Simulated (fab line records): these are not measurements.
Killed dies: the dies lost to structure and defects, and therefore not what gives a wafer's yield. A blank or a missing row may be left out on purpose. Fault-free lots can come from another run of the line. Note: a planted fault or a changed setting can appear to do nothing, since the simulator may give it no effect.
fab line records    flow sky130
record lots=7  wafers=18  last_day=50
route steps=708 shown LI_CONTACT@370 PAD_OPEN@708
lots that met no fault: from a run of the same line without faults
start_h: hours from the record's first day to the start of the lot's first wafer shown    wait_h: hours since the lot's step before    " same as the row above    L1.1+2: several wafers, shown together as one row    - no value, or no start was given    * or withheld: withheld    < > ~ a bound
route shown NAME@n: NAME is a module with steps in the file, n the number in the route of the first one    usual: mean and standard deviation over wafers with no fault    same: alike in all rows    chamber/n: place in a boat    sites: per-site readings    _std_site: the standard deviation of these    _edge_site: mean of outer sites minus mean of inner sites    radius_mm: how far each site lies from the wafer's centre    mask NAME#n: copy n    behind: tool/chamber where the wafer was last shaped    hold: why the lot went on hold/how many hours it stayed there/how the hold came to an end    device: transistor that didn't switch, given as n, p or np    end of line: the same wafers' tests at the end of the route    a step with no rows: only its recipe    killed: dies lost to structure and defects at the first sort, not the wafer's yield    map: dies across one wafer; x = killed, . = not, _ = none there
set.NAME: the setting the step ran with; set.NAME@STEP: the setting that earlier step ran with    model.NAME: the simulator's own value behind a step, which no gauge read
lots at some steps of the route; a table a step, a row a wafer
services: from which hour (start_h, from the record's first day; less than 0 if before it) a tool's chamber was out of use, for how many hours, and why
## steps
# step SKY_LI_CONTACT_SOFTBAKE_08
# recipe temp_c=100  time_s=90  resist=KrF-thick
# step SKY_LI_CONTACT_EXPOSE_09
# recipe mask_id=LICM1  na=0.8  source_shape=annular  sigma_inner=0.55  sigma_outer=0.85  target_cd_nm=170  dose_mj=38
# step SKY_LI_CONTACT_PEB_10
# recipe peb_temp_c=withheld  peb_time_s=withheld  resist=KrF-thick
# step SKY_LI_CONTACT_DEVELOP_11
# recipe develop_time_s=60  resist=KrF-thick  dev_temp_c=21
# step SKY_LI_CONTACT_CD_MEAS_12
# recipe target_cd_nm=170
# usual cd_nm=170.0/1.3
lot.wafer  tool       chamber  start_h  wait_h  cd_nm
L246.4     cd_sem-02  -        673.46   -       169.8
L246.5     "          -        "        "       168.6
L246.6     "          -        "        "       168.7
L256.2     cd_sem-01  -        757.82   -       168.3
L256.4     "          -        "        "       170.5
L257.1     cd_sem-02  -        769.66   -       168.5
L257.4     "          -        "        "       169.2
L258.1     cd_sem-01  -        779.02   -       170.0
L258.4     "          -        "        "       170.6
L267.1     cd_sem-02  -        849.95   -       170.5
L267.3     "          -        "        "       168.4
L267.6     "          -        "        "       169.6
L268.2     cd_sem-02  -        853.92   -       171.3
L268.5     "          -        "        "       171.3
L268.6     "          -        "        "       170.9
L269.1     cd_sem-01  -        855.80   -       168.9
L269.5     "          -        "        "       170.8
L269.6     "          -        "        "       169.3
# step SKY_LI_CONTACT_OVL_MEAS_13
# usual LI_CONTACT_OVL=-1/6.3
lot.wafer  tool        chamber  start_h  wait_h  LI_CONTACT_OVL[nm]
L246.4     overlay-01  -        673.54   0.1     0
L246.5     "           -        "        "       1
L246.6     "           -        "        "       -4
L256.2     overlay-01  -        757.92   0.1     -2
L256.4     "           -        "        "       -2
L257.1     overlay-02  -        769.78   0.1     5
L257.4     "           -        "        "       6
L258.1     overlay-02  -        779.14   0.1     3
L258.4     "           -        "        "       2
L267.1     overlay-01  -        850.07   0.1     8
L267.3     "           -        "        "       9
L267.6     "           -        "        "       5
L268.2     overlay-02  -        854.02   0.1     2
L268.5     "           -        "        "       5
L268.6     "           -        "        "       3
L269.1     overlay-01  -        855.92   0.1     0
L269.5     "           -        "        "       -4
L269.6     "           -        "        "       0
# step SKY_LI_CONTACT_ETCH_14
# recipe chemistry=N2/H2  target=BARC  ion_energy_ev=200  source_w=500  bias_w=100  pressure_mtorr=30  n2_flow_sccm=100  h2_flow_sccm=200  stop_on=SiO2  time_s=45.9  target_depth_a=600
# usual bias_w=100.0/0.31  chamber_pressure_mTorr=30.002/0.03  drypump_motor_current_A=5.8/0.43  n2_flow_sccm=99.99/0.28  oes_product_au=0.854/0.0047  throttle_valve_pct=13.225/0.0089
lot.wafer  tool         chamber  start_h  wait_h  bias_w  chamber_pressure_mTorr  drypump_motor_current_A  n2_flow_sccm  oes_product_au  rf_hours_counter_h  throttle_valve_pct
L246.4     rie_diel-03  3        673.56   0.0     100.2   29.998                  5.1                      100.09        0.865           6                   13.229
L246.5     "            0        "        "       100.1   29.943                  6.2                      99.93         0.855           -                   13.216
L246.6     "            1        "        "       99.5    29.981                  6.6                      100.06        0.853           -                   13.217
L256.2     rie_diel-02  0        757.95   0.0     100.2   30.014                  5.4                      99.90         0.858           7                   13.216
L256.4     "            3        "        "       100.3   30.032                  6.2                      99.72         0.857           5                   13.216
L257.1     rie_diel-02  1        769.82   0.0     100.0   30.035                  5.3                      99.84         0.864           18                  13.227
L257.4     "            2        "        "       99.8    29.976                  5.7                      99.87         0.853           11                  13.226
L258.1     rie_diel-02  1        779.17   0.0     100.0   29.987                  5.3                      99.85         0.860           18                  13.231
L258.4     "            0        "        "       99.8    30.034                  5.4                      99.60         0.851           7                   13.228
L267.1     rie_diel-02  2        850.10   0.0     100.6   29.990                  5.7                      100.09        0.856           12                  13.208
L267.3     "            0        "        "       100.1   29.982                  5.5                      99.96         0.855           9                   13.251
L267.6     "            1        "        "       99.7    30.051                  5.3                      99.20         0.846           -                   13.224
L268.2     rie_diel-02  0        854.05   0.0     100.0   29.978                  5.4                      99.90         0.854           9                   13.217
L268.5     "            1        "        "       100.0   30.038                  5.3                      100.14        0.852           -                   13.214
L268.6     "            0        "        "       99.9    30.011                  5.4                      100.14        0.852           -                   13.243
L269.1     rie_diel-02  2        855.96   0.0     99.6    29.978                  5.7                      100.29        0.850           12                  13.233
L269.5     "            0        "        "       99.8    29.978                  5.4                      100.07        0.852           -                   13.217
L269.6     "            3        "        "       99.8    29.962                  6.2                      100.26        0.859           -                   13.237
# step SKY_LI_CONTACT_ETCH_15
# recipe target=PSG  chemistry=C4F8/O2/Ar  stop_on=Si  taper_deg=4.15  mask_material=KrF-thick  source_w=1500  bias_w=1200  pressure_mtorr=40  c4f8_flow_sccm=withheld  O2_flow_sccm=6  Ar_flow_sccm=300  time_s=withheld  target_depth_a=6000
# usual bias_w=1200/3.4  chamber_pressure_mTorr=40.00/0.036  oes_product_au=0.836/0.0047
lot.wafer  tool         chamber  start_h  wait_h  bias_w  chamber_pressure_mTorr  oes_product_au
L246.4     rie_diel-03  3        673.60   0.0     1202    39.96                   0.835
L246.5     "            0        "        "       1198    39.95                   0.841
L246.6     "            1        "        "       1202    39.95                   0.835
L256.2     rie_diel-02  0        758.00   0.0     1201    39.94                   0.834
L256.4     "            3        "        "       1198    40.04                   0.830
L257.1     rie_diel-02  1        769.86   0.0     1202    40.01                   0.844
L257.4     "            2        "        "       1197    40.02                   0.829
L258.1     rie_diel-02  1        779.22   0.0     1197    40.04                   0.835
L258.4     "            0        "        "       1196    40.04                   0.833
L267.1     rie_diel-02  2        850.15   0.0     1197    40.01                   0.838
L267.3     "            0        "        "       1195    39.98                   0.832
L267.6     "            1        "        "       1203    39.97                   0.833
L268.2     rie_diel-02  0        854.10   0.0     1203    39.98                   0.839
L268.5     "            1        "        "       1205    40.00                   0.838
L268.6     "            0        "        "       1203    40.05                   0.833
L269.1     rie_diel-02  2        856.00   0.0     1194    39.97                   0.836
L269.5     "            0        "        "       1203    39.99                   0.836
L269.6     "            3        "        "       1203    39.97                   0.838
# step SKY_LI_CONTACT_STRIP_16
# recipe chemistry=O2/N2  power_w=1400  pressure_mtorr=1500  platen_temp_c=withheld  o2_flow_sccm=3000  n2_flow_sccm=300  overash_fraction=0.5
# usual chamber_pressure_mTorr=1500.1/1.3  drypump_motor_current_A=5.5/0.44  n2_flow_sccm=300.1/0.94  oes_product_au=0.376/0.0044  strip_time_to_endpoint_s=3.50/0.033
lot.wafer  tool             chamber  start_h  wait_h  chamber_pressure_mTorr  drypump_motor_current_A  n2_flow_sccm  oes_product_au  rf_hours_counter_h  strip_time_to_endpoint_s
L246.4     plasma_asher-02  0        673.72   -       1500.6                  5.1                      300.9         0.378           -                   3.53
L246.5     "                0        "        "       1499.3                  5.1                      301.8         0.385           -                   3.57
L246.6     "                1        "        "       1501.5                  5.7                      300.1         0.377           -                   3.55
L256.2     plasma_asher-04  1        758.08   -       1500.4                  5.8                      300.1         0.373           96                  3.53
L256.4     "                0        "        "       1501.6                  5.1                      299.5         0.378           -                   3.48
L257.1     plasma_asher-01  1        769.95   -       1496.6                  5.0                      300.7         0.381           32                  3.51
L257.4     "                1        "        "       1497.9                  5.0                      300.8         0.372           -                   3.53
L258.1     plasma_asher-04  1        779.30   -       1498.2                  5.8                      298.6         0.368           98                  3.48
L258.4     "                1        "        "       1501.3                  5.8                      299.5         0.381           -                   3.51
L267.1     plasma_asher-01  1        850.23   -       1498.3                  5.0                      299.5         0.375           40                  3.53
L267.3     "                0        "        "       1500.0                  6.1                      301.8         0.370           -                   3.52
L267.6     "                1        "        "       1497.6                  5.0                      299.3         0.374           -                   3.50
L268.2     plasma_asher-01  0        854.18   -       1497.4                  6.1                      300.4         0.376           40                  3.50
L268.5     "                0        "        "       1499.5                  6.1                      300.8         0.370           -                   3.47
L268.6     "                1        "        "       1502.1                  5.0                      299.3         0.382           -                   3.51
L269.1     plasma_asher-02  0        856.09   -       1500.0                  5.1                      299.1         0.380           10                  3.48
L269.5     "                1        "        "       1501.5                  5.7                      300.6         0.375           -                   3.50
L269.6     "                0        "        "       1500.2                  5.1                      300.6         0.376           -                   3.45
# step SKY_LI_CONTACT_CLEAN_17
# recipe chemistry=NMP  time_s=600  temp_c=60  dry=n2_spin
# step SKY_LI_CONTACT_PRE_CLEAN_18
# recipe gas=Ar  time_s=5.6  bias_v=358
# step SKY_LI_CONTACT_SPUTTER_19
# recipe material=Ti  target_thk_nm=20  chamber_pressure_pa=5  power_w=2500  substrate_temp_c=200  time_s=106.37
# usual throttle_valve_pct=30.0/1.1
lot.wafer  tool            chamber  start_h  wait_h  throttle_valve_pct
L246.4     pvd_sputter-01  -        673.98   0.0     31.1
L246.5     "               -        "        "       30.7
L246.6     "               -        "        "       30.8
L256.2     pvd_sputter-01  -        758.39   0.0     30.8
L256.4     "               -        "        "       31.6
L257.1     pvd_sputter-01  -        770.24   0.0     29.6
L257.4     "               -        "        "       30.6
L258.1     pvd_sputter-01  -        779.60   0.0     29.6
L258.4     "               -        "        "       30.3
L267.1     pvd_sputter-02  -        850.53   0.0     29.3
L267.3     "               -        "        "       28.5
L267.6     "               -        "        "       29.2
L268.2     pvd_sputter-04  -        854.48   0.0     28.5
L268.5     "               -        "        "       27.8
L268.6     "               -        "        "       30.2
L269.1     pvd_sputter-02  -        856.38   0.0     30.3
L269.5     "               -        "        "       28.4
L269.6     "               -        "        "       28.9
# step SKY_LI_CONTACT_SPUTTER_20
# recipe material=TiN  target_thk_nm=20  chamber_pressure_pa=5  power_w=4000  time_s=80
# usual throttle_valve_pct=30.0/1.1
lot.wafer  tool            chamber  start_h  wait_h  throttle_valve_pct  model.TiN_of_LI_CONTACT_SPUTTER_20.thk_nm
L246.4     pvd_sputter-01  -        674.06   0.0     30.6                20.28
L246.5     "               -        "        "       30.6                19.9
L246.6     "               -        "        "       30.9                20.2
L256.2     pvd_sputter-01  -        758.47   0.0     30.8                15.16
L256.4     "               -        "        "       31.5                15.31
L257.1     pvd_sputter-01  -        770.32   0.0     29.7                20.02
L257.4     "               -        "        "       30.9                15.21
L258.1     pvd_sputter-01  -        779.67   0.0     29.8                20.23
L258.4     "               -        "        "       30.6                15.6
L267.1     pvd_sputter-02  -        850.60   0.0     29.3                19.94
L267.3     "               -        "        "       28.5                19.8
L267.6     "               -        "        "       29.5                20.14
L268.2     pvd_sputter-04  -        854.55   0.0     28.2                19.74
L268.5     "               -        "        "       27.7                19.78
L268.6     "               -        "        "       29.9                19.73
L269.1     pvd_sputter-02  -        856.46   0.0     30.3                19.87
L269.5     "               -        "        "       28.6                19.69
L269.6     "               -        "        "       29.4                20.06
# step SKY_LI_CONTACT_CVD_21
# recipe material=W  target_thk_nm=400  time_s=120.56  temp_c=400  pressure_torr=40
# usual heater_power_w=795/55  susceptor_temp_C=400.01/0.23
lot.wafer  tool      chamber  start_h  wait_h  heater_power_w  susceptor_temp_C
L246.4     cvd_w-01  1        674.16   0.1     832             399.79
L246.5     "         1        "        "       866             399.75
L246.6     "         0        "        "       739             400.62
L256.2     cvd_w-02  0        758.53   0.0     849             399.93
L256.4     "         1        "        "       735             399.44
L257.1     cvd_w-01  1        770.47   0.1     831             400.09
L257.4     "         0        "        "       731             400.47
L258.1     cvd_w-02  1        779.73   0.0     743             399.85
L258.4     "         1        "        "       744             399.88
L267.1     cvd_w-02  1        850.66   0.0     740             399.97
L267.3     "         0        "        "       849             400.39
L267.6     "         0        "        "       838             399.99
L268.2     cvd_w-02  0        854.61   0.0     855             400.23
L268.5     "         0        "        "       826             400.35
L268.6     "         1        "        "       746             400.13
L269.1     cvd_w-02  0        856.52   0.0     842             400.02
L269.5     "         0        "        "       860             400.23
L269.6     "         1        "        "       723             399.93
# step SKY_PAD_OPEN_PROBE_99
# usual killed_at_M0_to_M3=43/6.6  killed_at_M4_up=2.9/1.6  killed_at_contacts=24/4.9  killed_at_front_end=15/4.5  killed_at_other=0.2/0.45  killed_dies=86/8.8  killed_open=48/6.4  killed_short=38/5.6
# same gross_dies=492  killed_at_back_side=0
lot.wafer  tool       chamber  start_h  wait_h  killed_at_M0_to_M3  killed_at_M4_up  killed_at_contacts  killed_at_front_end  killed_at_other  killed_dies  killed_open  killed_short
L257.1     prober-02  -        1149.58  0.1     37                  2                28                  17                   0                84           40           44
L257.4     prober-02  -        1149.73  0.2     52                  4                24                  16                   0                96           53           43
# killed by level:class
L257.1 CONTACT:geometric_particle:open=9 LI_CONTACT:geometric_particle:open=6 LOCAL_INTERCONNECT:geometric_particle:short=6 CONTACT:geometric_particle:short=6 VIA1:geometric_particle:open=6 VIA1:geometric_particle:short=5 METAL3:geometric_particle:short=5 FIELD_ISO:geometric_particle:short=4
L257.4 VIA1:geometric_particle:open=13 VIA3:geometric_particle:open=9 METAL2:geometric_particle:short=7 CONTACT:geometric_particle:short=7 LI_CONTACT:geometric_particle:open=6 CONTACT:geometric_particle:open=6 VIA2:geometric_particle:open=6 FIELD_ISO:geometric_particle:open=4
## services
tool             chamber  start_h  hours  kind
rie_diel-03      2        651.07   12.0   repair
cvd_w-02         1        677.59   18.6   repair
pvd_sputter-02   -        690.88   4.6    repair
cvd_w-02         -        696.38   6.9    pm
plasma_asher-02  -        698.84   2.2    repair
pvd_sputter-01   -        721.31   8.6    repair
rie_diel-02      3        724.93   6.5    repair
plasma_asher-02  -        733.75   9.0    pm
plasma_asher-01  -        735.68   1.2    repair
rie_diel-02      0        742.45   4.2    repair
pvd_sputter-01   -        746.08   0.6    repair
rie_diel-03      -        749.70   0.8    repair
pvd_sputter-04   -        749.74   23.4   repair
plasma_asher-02  -        762.01   2.1    repair
cvd_w-02         -        766.66   0.8    repair
cvd_w-02         -        768.70   2.8    pm
pvd_sputter-04   -        780.60   9.8    repair
cvd_w-02         -        780.79   1.3    repair
rie_diel-02      -        795.79   0.6    repair
rie_diel-03      -        796.76   0.3    repair
rie_diel-02      -        815.16   4.3    pm
rie_diel-03      1        818.20   15.2   repair
pvd_sputter-01   -        832.34   1.9    repair
cvd_w-02         1        834.11   2.7    repair
## key
first_sign none at tools or gauges
model_effect step=SKY_LI_CONTACT_SPUTTER_20  value=TiN_of_LI_CONTACT_SPUTTER_20.thk_nm  without=19.85  struck=15.32
met_at SKY_LI_CONTACT_SPUTTER_20
struck_wafers L256.2,L256.4,L257.4,L258.4
tester_left_out L256,L257,L258
onset_between 674.06 758.47
fault kind=process_parameter_drift  tool=pvd_sputter-01  chamber=-  onset_h=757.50  steps=SKY_LI_CONTACT_SPUTTER_20  channel=time_s  offset=*  shape=step  end_h=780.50  scope=struck_wafers_only  acts_in=*  stated=*
# tester_left_out: of these lots the tester's yield and bins aren't shown, on N5 and GAA mostly nor the transistor test; their killed dies are dies lost to structure and defects alone, not to doping, threshold or leakage, so they don't give the yield
